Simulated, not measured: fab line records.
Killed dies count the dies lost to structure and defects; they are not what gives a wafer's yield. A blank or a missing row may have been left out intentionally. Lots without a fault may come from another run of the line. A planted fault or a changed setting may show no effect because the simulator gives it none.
Struck lot and sound lot, side by side    flow sfqLine    42 steps out of a route of 325
Sound: the wafers L607.1, L607.4, L607.5. Struck: wafers L618.1, L618.3. (L618.5 of the same lot was not struck and is left out.) The cause comes at the end.
Per side, at each step with rows, come the tool, then ch with its chambers, and then its first start. Under that, the readings that differ: sound wafers    struck wafers    difference of the means    sigmas: that difference in standard deviations of wafers without a fault.
alike: readings with means less than 2 such deviations apart, plus words and numbers identical on both sides. not compared: withheld readings, readings lacking a value on some wafer, bounds such as >300 that could conceal the same value, and numbers that have no deviation in the record and whose values overlap.
The two part at a step that has a row with sigmas, a row that says differs or no value, or rows on one side only. Non-overlapping numbers with no deviation appear without sigmas and do not part them. A reading missing from all wafers of one side parts the sides only when that side holds two or more wafers.

first, 3 steps without rows for these wafers: SFQ_TRILAYER_I4_VIA_STRIP_STRIP_107 (strips in O2); SFQ_TRILAYER_I4_VIA_STRIP_SOLV_CLEAN_108 (cleans in NMP, time 600 s); SFQ_TRILAYER_JJ_TRILAYER_DEP_PRE_CLEAN_113 (time 22.5 s).
SFQ_TRILAYER_JJ_TRILAYER_DEP_SPUTTER_109: material Nb, target thk 150 nm, time 100 s.
  sound: pvdSputter-05 at day 40 20:45; struck: pvdSputter-05 at day 45 04:03
  alike: throttleValvePct
then, 3 steps without rows for these wafers: SFQ_TRILAYER_JJ_TRILAYER_DEP_SPUTTER_110 (material Al, target thk 8 nm, time 10 s); SFQ_TRILAYER_JJ_TRILAYER_DEP_AL_OXIDATION_111 (oxidation time 600 s); SFQ_TRILAYER_JJ_TRILAYER_DEP_SPUTTER_112 (material Nb, target thk 170 nm, time 113.3 s).
SFQ_JJ_RS_MEAS_929: measures by four-point-probe.
  sound: filmMetro-04 at day 40 22:04; struck: filmMetro-02 at day 45 05:14
  alike: JJ_NB_RS
then, 3 steps without rows for these wafers: SFQ_TRILAYER_JJ_CE_LITHO_COAT_119 (resist thk 62 nm); SFQ_TRILAYER_JJ_CE_LITHO_COAT_114 (resist thk 600 nm); SFQ_TRILAYER_JJ_CE_LITHO_SOFTBAKE_118.
-- the record jumps here: 3 days lie between the struck wafers' starts before and after --
SFQ_TRILAYER_JJ_CE_LITHO_EXPOSE_115: exposes mask J5, target cd 700 nm.
  sound on krfScanner-01 ch 0, day 43 20:43; struck on krfScanner-01 ch 0, day 48 03:16
  alike: mask
then, 2 steps without rows for these wafers: SFQ_TRILAYER_JJ_CE_LITHO_PEB_117 (peb time 60 s); SFQ_TRILAYER_JJ_CE_LITHO_DEVELOP_116 (time 60 s).
SFQ_JJ_OVL_MEAS_931:
  sound: overlay-02 at day 43 22:13; struck: overlay-02 at day 48 04:46
  alike: J5_OVL
SFQ_TRILAYER_JJ_CE_METRO_MEASURE_117:
  sound: cdSem-02 at day 43 22:16; struck: cdSem-01 at day 48 04:48
reading    sound              struck       difference  sigmas
cdNm (nm)  700.2 699.6 699.6  693.3 693.8  -6.3        -6
SFQ_TRILAYER_JJ_CE_BARC_OPEN_RIE_150: chemistry O2, target BARC, target depth 240 nm, time 80 s.
  sound on rieMetal-01 ch 0, day 43 23:28; struck on rieMetal-01 ch 0, day 48 06:00
reading             sound            struck       difference  sigmas
model.JJ.cdNm (nm)  699 698.2 699.8  692.4 691.4  -7.1        
  alike: drypumpMotorCurrentA, oesProductAu
  not compared: rfHoursCounterH
SFQ_TRILAYER_JJ_CE_ETCH_RIE_118: chemistry SF6, target Nb, stops on Al2O3, time 97.7 s, target depth 170 nm.
  sound on rieMetal-01 ch 0, day 43 23:33; struck on rieMetal-01 ch 0, day 48 06:11
reading             sound              struck       difference  sigmas
model.JJ.cdNm (nm)  697.7 697.1 698.1  692.2 692.4  -5.3        
  alike: drypumpMotorCurrentA, oesProductAu
  not compared: rfHoursCounterH
then, 9 steps without rows for these wafers: SFQ_TRILAYER_JJ_ANODIZE_ANODIZE_119; SFQ_TRILAYER_JJ_CE_STRIP_STRIP_120 (strips in O2); SFQ_TRILAYER_JJ_CE_STRIP_SOLV_CLEAN_121 (cleans in NMP, time 600 s); SFQ_TRILAYER_M5_LITHO_COAT_128 (resist thk 62 nm); SFQ_TRILAYER_M5_LITHO_COAT_123 (resist thk 600 nm); SFQ_TRILAYER_M5_LITHO_SOFTBAKE_127; SFQ_TRILAYER_M5_LITHO_EXPOSE_124 (exposes mask M5, target cd 700 nm); SFQ_TRILAYER_M5_LITHO_PEB_126 (peb time 60 s); SFQ_TRILAYER_M5_LITHO_DEVELOP_125 (time 60 s).
-- the record jumps here: 2 days lie between the struck wafers' starts before and after --
SFQ_M5_OVL_MEAS_932:
  sound: overlay-02 at day 45 20:39; struck: overlay-01 at day 50 07:27
reading      sound   struck  difference  sigmas
M5_OVL (nm)  10 6 9  -3 -6   -13         -2
then, 1 step without rows for these wafers: SFQ_TRILAYER_M5_BARC_OPEN_METAL_ETCH_161 (etches BARC in O2, target depth 125 nm, time 41.7 s).
SFQ_TRILAYER_M5_ETCH_METAL_ETCH_126: etches Nb in Cl2/BCl3, stops on SiO2, time 203.2 s, target depth 265 nm.
  sound on rieMetal-03 ch 0,1, day 45 20:45; struck on rieMetal-02 ch 0, day 50 07:33
  alike: drypumpMotorCurrentA, oesProductAu
  not compared: rfHoursCounterH
then, 2 steps without rows for these wafers: SFQ_TRILAYER_M5_STRIP_STRIP_127 (strips in O2); SFQ_TRILAYER_M5_STRIP_SOLV_CLEAN_128 (cleans in NMP, time 600 s).
SFQ_TRILAYER_A5B_DEP_PECVD_129: deposits SiO2 from SiH4/N2O, time 133.33 s, target thk 600 nm.
  sound on pecvd-03 ch 0,1,2, day 45 21:53; struck on pecvd-01 ch 0,1, day 50 08:41
  alike: heaterPowerW, showerheadVppV, throttleValvePct
then, 1 step without rows for these wafers: SFQ_TRILAYER_A5B_CMP_CMP_130 (polishes, stops on Nb, target thk 340.7 nm).
-- the record jumps here: 3 days lie between the struck wafers' starts before and after --
SFQ_TRILAYER_A5B_METRO_MEASURE_131:
  sound: filmMetro-04 at day 48 20:31; struck: filmMetro-04 at day 53 01:23
  alike: thkNm
then, 2 steps without rows for these wafers: SFQ_TRILAYER_R5_DEP_SPUTTER_132 (material Ti, target thk 5 nm, time 5 s); SFQ_TRILAYER_R5_DEP_SPUTTER_133 (material MoNx, target thk 40 nm, time 66.7 s).
SFQ_TRILAYER_R5_DEP_SPUTTER_134: material Ti, target thk 5 nm, time 5 s.
  sound: pvdSputter-04 at day 48 21:47; struck: pvdSputter-04 at day 53 02:40
  alike: throttleValvePct
SFQ_R5_RS_MEAS_933: measures by four-point-probe.
  sound: filmMetro-01 at day 48 21:48; struck: filmMetro-02 at day 53 02:41
  alike: R5_MONX_RS
SFQ_R5_THK_MEAS_934: measures by xrf.
  sound: filmMetro-01 at day 48 21:55; struck: filmMetro-02 at day 53 02:48
  alike: R5_MONX_THK
then, 1 step without rows for these wafers: SFQ_TRILAYER_R5_LITHO_COAT_141 (resist thk 62 nm).
-- the record jumps here: 22 days lie between the struck wafers' starts before and after --
SFQ_M8_BOW_MEAS_951:
  sound: filmMetro-03 at day 68 20:00; struck: filmMetro-04 at day 74 15:39
reading                sound                 struck         difference  sigmas
model.etest.jj.gTimes  0.9962 0.9945 0.9974  0.9807 0.9811  -0.0151     
  alike: M8_BOW

## WHERE THEY PART
Last at SFQ_M5_OVL_MEAS_932 as far as this record goes, first at SFQ_TRILAYER_JJ_CE_METRO_MEASURE_117. Later steps at which nothing parts them and some readings are alike: SFQ_TRILAYER_M5_ETCH_METAL_ETCH_126, SFQ_TRILAYER_A5B_DEP_PECVD_129, SFQ_TRILAYER_A5B_METRO_MEASURE_131, SFQ_TRILAYER_R5_DEP_SPUTTER_134, SFQ_R5_RS_MEAS_933, SFQ_R5_THK_MEAS_934, SFQ_M8_BOW_MEAS_951.

WHY: what had been put in by the simulator
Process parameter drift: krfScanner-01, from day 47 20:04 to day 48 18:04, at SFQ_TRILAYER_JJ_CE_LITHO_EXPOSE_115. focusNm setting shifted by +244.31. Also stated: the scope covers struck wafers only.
